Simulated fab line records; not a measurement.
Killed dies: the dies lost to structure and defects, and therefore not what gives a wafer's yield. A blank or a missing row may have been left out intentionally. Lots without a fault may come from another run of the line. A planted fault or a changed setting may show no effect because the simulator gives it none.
The tool behind it: which one? :: flow sky130 :: Sampling: 12 lots, 36 wafers, 3 of 708 route steps

## WHAT THE GAUGES READ, wafer by wafer
SKY_METAL3_CD_MEAS_13 targets a cd of 300 nm. Usual: 300.5 nm for cd_nm, sd 1.4.
lot: L150
measured: day 38 23:39
on: cd_sem-01
cd_nm (nm): 299.7 299.2 299.0
flag: 

lot: L152
measured: day 39 17:06
on: cd_sem-02
cd_nm (nm): 297.6 299.7 300.4
flag: 

lot: L156
measured: day 40 20:19
on: cd_sem-02
cd_nm (nm): 300.6 300.1 301.0
flag: 

lot: L157
measured: day 41 07:16
on: cd_sem-02
cd_nm (nm): 299.6 299.3 300.2
flag: 

lot: L158
measured: day 41 11:54
on: cd_sem-02
cd_nm (nm): 298.4 300.5 300.4
flag: 

lot: L159
measured: day 42 03:35
on: cd_sem-01
cd_nm (nm): 300.9 300.7 300.1
flag: 

lot: L160
measured: day 42 08:39
on: cd_sem-01
cd_nm (nm): 300.7 299.9 301.4
flag: 

lot: L161
measured: day 42 13:26
on: cd_sem-01
cd_nm (nm): 299.9 300.2 299.6
flag: 

lot: L162
measured: day 42 14:11
on: cd_sem-01
cd_nm (nm): 299.7 300.5 300.5
flag: 

lot: L163
measured: day 42 21:44
on: cd_sem-02
cd_nm (nm): 300.9 299.2 300.7
flag: 

lot: L167
measured: day 43 23:45
on: cd_sem-02
cd_nm (nm): 302.1 300.5 299.4
flag: 

lot: L168
measured: day 44 05:44
on: cd_sem-01
cd_nm (nm): 300.5 299.7 299.9
flag: 

SKY_VIA3_CD_MEAS_12 targets a cd of 200 nm. Usual: 199.6 nm for cd_nm, sd 1.6.
lot: L150
measured: day 40 02:59
on: cd_sem-02
cd_nm (nm): 198.6 200.0 201.6
flag: 

lot: L152
measured: day 40 19:22
on: cd_sem-01
cd_nm (nm): 198.2 199.6 199.9
flag: 

lot: L156
measured: day 41 23:02
on: cd_sem-02
cd_nm (nm): 197.6 196.9 198.0
flag: 

lot: L157
measured: day 42 08:41
on: cd_sem-02
cd_nm (nm): 199.5 199.3 198.8
flag: 

lot: L158
measured: day 42 14:16
on: cd_sem-02
cd_nm (nm): 203.1 201.8 202.8
flag: 

lot: L159
measured: day 43 04:54
on: cd_sem-02
cd_nm (nm): 200.1 200.4 199.5
flag: 

lot: L160
measured: day 43 09:35
on: cd_sem-01
cd_nm (nm): 197.3 199.2 199.0
flag: 

lot: L161
measured: day 43 14:48
on: cd_sem-02
cd_nm (nm): 199.9 200.6 200.5
flag: 

lot: L162
measured: day 43 15:39
on: cd_sem-02
cd_nm (nm): 197.2 196.3 197.5
flag: 

lot: L163
measured: day 43 22:15
on: cd_sem-01
cd_nm (nm): 201.3 201.6 199.2
flag: 

lot: L167
measured: day 44 23:46
on: cd_sem-01
cd_nm (nm): 200.7 200.6 200.4
flag: 

lot: L168
measured: day 45 05:45
on: cd_sem-02
cd_nm (nm): 199.7 200.7 200.1
flag: 

## WHICH TOOL RAN EACH LOT (tool, then ch and the chambers of the sampled wafers, then the start)
lot: L150
SKY_METAL3_ETCH_16: rie_metal-03 ch 0,1, day 38 23:50

lot: L152
SKY_METAL3_ETCH_16: rie_metal-03 ch 0, day 39 17:16

lot: L156
SKY_METAL3_ETCH_16: rie_metal-03 ch 0,1, day 40 20:30

lot: L157
SKY_METAL3_ETCH_16: rie_metal-01 ch 0,1, day 41 07:27

lot: L158
SKY_METAL3_ETCH_16: rie_metal-01 ch 0,1, day 41 12:04

lot: L159
SKY_METAL3_ETCH_16: rie_metal-03 ch 0,1, day 42 03:46

lot: L160
SKY_METAL3_ETCH_16: rie_metal-01 ch 0,1, day 42 08:50

lot: L161
SKY_METAL3_ETCH_16: rie_metal-01 ch 1, day 42 13:37

lot: L162
SKY_METAL3_ETCH_16: rie_metal-03 ch 0,1, day 42 14:22

lot: L163
SKY_METAL3_ETCH_16: rie_metal-03 ch 0, day 42 21:55

lot: L167
SKY_METAL3_ETCH_16: rie_metal-03 ch 1, day 43 23:55

lot: L168
SKY_METAL3_ETCH_16: rie_metal-04 ch 0,1, day 44 05:55
- SKY_METAL3_ETCH_16: etches BARC in N2/H2, stops on SiO2, time 88.2 s, target depth 60 nm.

## AS READ BY THE TOOLS THEMSELVES (means over the sampled wafers that have a number; for cases with no such wafer, the mark the record gives instead)
SKY_METAL3_ETCH_16. Usual: drypump_motor_current_A 5.7 A, standard deviation 0.42; oes_product_au 0.626 a.u., standard deviation 0.0043; rf_fwd_power_W 496.1 W, standard deviation 2; throttle_valve_pct 13.205 %, standard deviation 0.0095.
lot: L150
tool: rie_metal-03
drypump_motor_current_A (A): 6.0
oes_product_au (a.u.): 0.620
rf_fwd_power_W (W): 496.7
throttle_valve_pct (%): 13.203
flag: 

lot: L152
tool: rie_metal-03
drypump_motor_current_A (A): 5.6
oes_product_au (a.u.): 0.625
rf_fwd_power_W (W): 496.5
throttle_valve_pct (%): 13.206
flag: 

lot: L156
tool: rie_metal-03
drypump_motor_current_A (A): 5.8
oes_product_au (a.u.): 0.627
rf_fwd_power_W (W): 495.0
throttle_valve_pct (%): 13.198
flag: 

lot: L157
tool: rie_metal-01
drypump_motor_current_A (A): 6.0
oes_product_au (a.u.): 0.625
rf_fwd_power_W (W): 497.4
throttle_valve_pct (%): 13.209
flag: 

lot: L158
tool: rie_metal-01
drypump_motor_current_A (A): 6.0
oes_product_au (a.u.): 0.623
rf_fwd_power_W (W): 497.0
throttle_valve_pct (%): 13.205
flag: 

lot: L159
tool: rie_metal-03
drypump_motor_current_A (A): 6.0
oes_product_au (a.u.): 0.623
rf_fwd_power_W (W): 496.5
throttle_valve_pct (%): 13.192
flag: 

lot: L160
tool: rie_metal-01
drypump_motor_current_A (A): 6.0
oes_product_au (a.u.): 0.626
rf_fwd_power_W (W): 496.5
throttle_valve_pct (%): 13.200
flag: 

lot: L161
tool: rie_metal-01
drypump_motor_current_A (A): 6.0
oes_product_au (a.u.): 0.630
rf_fwd_power_W (W): 499.1
throttle_valve_pct (%): 13.192
flag: 

lot: L162
tool: rie_metal-03
drypump_motor_current_A (A): 5.8
oes_product_au (a.u.): 0.626
rf_fwd_power_W (W): 496.1
throttle_valve_pct (%): 13.206
flag: 

lot: L163
tool: rie_metal-03
drypump_motor_current_A (A): 5.7
oes_product_au (a.u.): 0.622
rf_fwd_power_W (W): 498.7
throttle_valve_pct (%): 13.208
flag: 

lot: L167
tool: rie_metal-03
drypump_motor_current_A (A): 6.1
oes_product_au (a.u.): 0.628
rf_fwd_power_W (W): 494.8
throttle_valve_pct (%): 13.203
flag: 

lot: L168
tool: rie_metal-04
drypump_motor_current_A (A): 5.1
oes_product_au (a.u.): 0.628
rf_fwd_power_W (W): 495.2
throttle_valve_pct (%): 13.209
flag: 

## THE ANSWER, worked out from the rows above alone
Rule: lot off if the mean of its wafers having a number is beyond 3 standard deviations from the usual mean. A lot without any number at a reading at which 4 lots or more have one is off too. Where the step has rows for the other lots, those lots are counted as sound. The gauges are gone through in route order, then the tools' own readings, and for those a lot's mean is taken as printed above. The first step at which some lot is off is used, and at that step the reading that is off furthest; a lot without a number counts as furthest.
None of the lots is off at any reading shown; this tells nothing.

## WHAT WAS PUT IN BY THE SIMULATOR
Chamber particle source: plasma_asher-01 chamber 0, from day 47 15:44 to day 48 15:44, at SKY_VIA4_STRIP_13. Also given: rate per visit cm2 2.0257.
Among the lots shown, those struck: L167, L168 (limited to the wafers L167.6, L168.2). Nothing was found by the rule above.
